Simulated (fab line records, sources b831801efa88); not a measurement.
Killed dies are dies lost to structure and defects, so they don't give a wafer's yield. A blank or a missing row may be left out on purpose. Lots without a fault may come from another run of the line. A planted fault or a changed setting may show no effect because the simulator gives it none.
Which tool did it? | flow sky130 | 12 lots, 36 wafers sampled, at 5 steps of a route of 708

WHAT THE GAUGES READ, wafer by wafer
SKY_VT_ADJUST_LVTN_TW_MEAS_21. Usual: VT_ADJUST_LVTN_2_TW 187.9, standard deviation 0.85.
lot  | measured     | on            | VT_ADJUST_LVTN_2_TW | flag
L690 | day 7 16:19  | film_metro-01 | 187.7 187.4 188.1   |
L693 | day 8 17:13  | film_metro-02 | 187.8 188.1 187.9   |
L694 | day 8 21:19  | film_metro-04 | 187.0 187.1 187.5   |
L695 | day 8 23:34  | film_metro-04 | 189.0 188.0 187.8   |
L698 | day 9 21:07  | film_metro-01 | 185.8 187.4 187.8   |
L699 | day 10 03:07 | film_metro-02 | 187.2 186.3 187.1   |
L703 | day 11 12:16 | film_metro-04 | 188.9 190.0 189.0   |
L704 | day 11 19:16 | film_metro-04 | 188.9 188.7 189.0   |
L707 | day 12 14:16 | film_metro-02 | 188.1 188.0 188.8   |
L709 | day 13 12:04 | film_metro-04 | 187.8 187.0 188.2   |
L710 | day 13 13:42 | film_metro-04 | 188.2 188.4 188.2   |
L713 | day 14 09:00 | film_metro-01 | 189.0 188.7 188.7   |

SKY_SONOS_TUNNEL_TW_MEAS_12. Usual: SONOS_TUNNEL_TW 197.3, standard deviation 1.3.
lot  | measured     | on            | SONOS_TUNNEL_TW   | flag
L690 | day 11 09:01 | film_metro-04 | 197.9 198.9 198.5 |
L693 | day 12 12:29 | film_metro-04 | 198.2 197.6 198.6 |
L694 | day 12 17:23 | film_metro-04 | 196.9 196.7 196.2 |
L695 | day 12 20:50 | film_metro-04 | 198.1 197.6 198.3 |
L698 | day 13 19:20 | film_metro-02 | 197.6 197.5 199.6 |
L699 | day 14 05:05 | film_metro-02 | 197.6 197.6 196.3 |
L703 | day 15 18:52 | film_metro-04 | 198.3 196.7 198.2 |
L704 | day 16 01:38 | film_metro-04 | 225.7 224.1 223.7 | OFF
L707 | day 17 00:07 | film_metro-04 | 223.2 224.4 223.9 | OFF
L709 | day 18 00:52 | film_metro-01 | 195.1 196.7 195.5 |
L710 | day 18 04:05 | film_metro-02 | 197.4 197.3 198.3 |
L713 | day 19 04:11 | film_metro-02 | 200.0 200.8 199.3 |

SKY_SONOS_ONO_THK_MEAS_05. Usual: SONOS_ONO_CVD_04_THK 5.76 nm, standard deviation 0.1.
lot  | measured     | on            | SONOS_ONO_CVD_04_THK (nm) | flag
L690 | day 11 13:38 | film_metro-02 | 5.66 5.58 5.61            |
L693 | day 12 17:53 | film_metro-02 | 5.69 5.69 5.76            |
L694 | day 12 22:16 | film_metro-03 | 5.69 5.69 5.62            |
L695 | day 13 03:21 | film_metro-02 | 5.73 5.87 5.90            |
L698 | day 14 04:27 | film_metro-03 | 5.85 5.78 5.74            |
L699 | day 14 10:05 | film_metro-01 | 5.70 5.66 5.62            |
L703 | day 16 00:32 | film_metro-03 | 5.81 5.85 5.83            |
L704 | day 16 05:52 | film_metro-02 | 5.57 5.57 5.68            |
L707 | day 17 04:11 | film_metro-01 | 5.79 5.78 5.75            |
L709 | day 18 06:46 | film_metro-03 | 5.70 5.67 5.66            |
L710 | day 18 09:36 | film_metro-03 | 5.86 5.78 5.72            |
L713 | day 19 08:08 | film_metro-01 | 5.60 5.76 5.67            |

WHICH TOOL RAN EACH LOT (tool, then ch and the chambers of the sampled wafers, then the start)
lot  | SKY_FIELD_ISO_STRIP_16              | SKY_SONOS_TUNNEL_IMPLANT_09
L690 | plasma_asher-01 ch 0,1, day 2 05:02 | implanter-03 ch 0, day 11 08:35
L693 | plasma_asher-01 ch 0,1, day 2 23:08 | implanter-04 ch 0, day 12 12:05
L694 | plasma_asher-02 ch 0,1, day 3 02:20 | implanter-01 ch 0, day 12 16:59
L695 | plasma_asher-01 ch 0,1, day 3 06:33 | implanter-04 ch 0, day 12 20:26
L698 | plasma_asher-01 ch 0,1, day 3 22:32 | implanter-01 ch 0, day 13 18:56
L699 | plasma_asher-04 ch 0, day 4 03:20   | implanter-03 ch 0, day 14 04:40
L703 | plasma_asher-02 ch 0,1, day 5 00:29 | implanter-04 ch 0, day 15 18:29
L704 | plasma_asher-01 ch 0,1, day 5 04:28 | implanter-03 ch 0, day 16 01:13
L707 | plasma_asher-01 ch 1, day 5 23:43   | implanter-03 ch 0, day 16 23:41
L709 | plasma_asher-04 ch 0,1, day 6 14:13 | implanter-01 ch 0, day 18 00:26
L710 | plasma_asher-02 ch 0,1, day 6 14:34 | implanter-01 ch 0, day 18 03:34
L713 | plasma_asher-04 ch 0,1, day 7 04:23 | implanter-01 ch 0, day 19 03:41
- SKY_FIELD_ISO_STRIP_16: strips in O2/N2.
- SKY_SONOS_TUNNEL_IMPLANT_09

WHAT THE TOOLS THEMSELVES READ (means of the sampled wafers that have a number; where no wafer has one, the mark that the record gives instead)
SKY_FIELD_ISO_STRIP_16. Usual: drypump_motor_current_A 5.61 A, standard deviation 0.25; oes_product_au 0.379 a.u., standard deviation 0.0053; strip_time_to_endpoint_s 3.57 s, standard deviation 0.036.
lot  | tool            | drypump_motor_current_A (A) | oes_product_au (a.u.) | strip_time_to_endpoint_s (s) | flag
L690 | plasma_asher-01 | 5.87                        | 0.374                 | 3.55                         |
L693 | plasma_asher-01 | 5.86                        | 0.379                 | 3.54                         |
L694 | plasma_asher-02 | 5.51                        | 0.378                 | 3.54                         |
L695 | plasma_asher-01 | 5.86                        | 0.376                 | 3.56                         |
L698 | plasma_asher-01 | 5.71                        | 0.375                 | 3.56                         |
L699 | plasma_asher-04 | 5.73                        | 0.373                 | 3.55                         |
L703 | plasma_asher-02 | 5.47                        | 0.378                 | 3.57                         |
L704 | plasma_asher-01 | 5.71                        | 0.374                 | 3.56                         |
L707 | plasma_asher-01 | 6.00                        | 0.377                 | 3.60                         |
L709 | plasma_asher-04 | 5.41                        | 0.381                 | 3.58                         |
L710 | plasma_asher-02 | 5.53                        | 0.379                 | 3.51                         |
L713 | plasma_asher-04 | 5.42                        | 0.374                 | 3.52                         |

SKY_SONOS_TUNNEL_IMPLANT_09. Usual: beam_energy_keV 20.001, standard deviation 0.0057; dose_ions_cm2 9.998e+11, standard deviation 9.6e+08; end_station_pressure_torr 5.05e-06 Torr, standard deviation 2.4e-07; faraday_current_uA 5.64, standard deviation 0.11.
lot  | tool         | beam_energy_keV | dose_ions_cm2 | end_station_pressure_torr (Torr) | faraday_current_uA | flag
L690 | implanter-03 | 20.009          | 1.000e+12     | 5.18e-06                         | 5.69               |
L693 | implanter-04 | 20.000          | 9.992e+11     | 4.95e-06                         | 5.62               |
L694 | implanter-01 | 20.000          | 9.997e+11     | 4.82e-06                         | 5.68               |
L695 | implanter-04 | 20.006          | 1.001e+12     | 4.87e-06                         | 5.66               |
L698 | implanter-01 | 20.002          | 1.000e+12     | 5.10e-06                         | 5.57               |
L699 | implanter-03 | 19.999          | 1.000e+12     | 4.99e-06                         | 5.75               |
L703 | implanter-04 | 20.000          | 9.993e+11     | 4.98e-06                         | 5.61               |
L704 | implanter-03 | 20.002          | 1.612e+12     | 4.97e-06                         | 9.09               | OFF
L707 | implanter-03 | 19.992          | 1.612e+12     | 5.15e-06                         | 9.09               | OFF
L709 | implanter-01 | 19.996          | 9.990e+11     | 5.01e-06                         | 5.66               |
L710 | implanter-01 | 20.001          | 9.999e+11     | 5.42e-06                         | 5.70               |
L713 | implanter-01 | 20.008          | 1.001e+12     | 5.06e-06                         | 5.75               |

THE ANSWER, worked out from the rows above alone
Rule: a lot is off if the mean of its wafers that have a number lies more than 3 standard deviations from the usual mean. A lot without any number at a reading at which 4 lots or more have one is off too. The other lots that the step has rows for count as sound. The gauges are gone through in route order, then the tools' own readings, and for those a lot's mean is taken as printed above. The first step at which some lot is off is used, and at that step the reading that is off furthest; a lot without a number counts as furthest.
Off: L704, L707, at SKY_SONOS_TUNNEL_TW_MEAS_12 (SONOS_TUNNEL_TW).
A tool fits if, at a process step before that reading, it ran every lot that is off, and no sound lot after the first of them. The gauges at SKY_SONOS_TUNNEL_TW_MEAS_12 aren't tried: what is off there is off at SKY_SONOS_TUNNEL_IMPLANT_09 too, on other tools, and a gauge's error can't cause that. Can't be told from this: 2 tools fit, plasma_asher-01 at SKY_FIELD_ISO_STRIP_16, implanter-03 at SKY_SONOS_TUNNEL_IMPLANT_09.

WHAT THE SIMULATOR HAD PUT IN
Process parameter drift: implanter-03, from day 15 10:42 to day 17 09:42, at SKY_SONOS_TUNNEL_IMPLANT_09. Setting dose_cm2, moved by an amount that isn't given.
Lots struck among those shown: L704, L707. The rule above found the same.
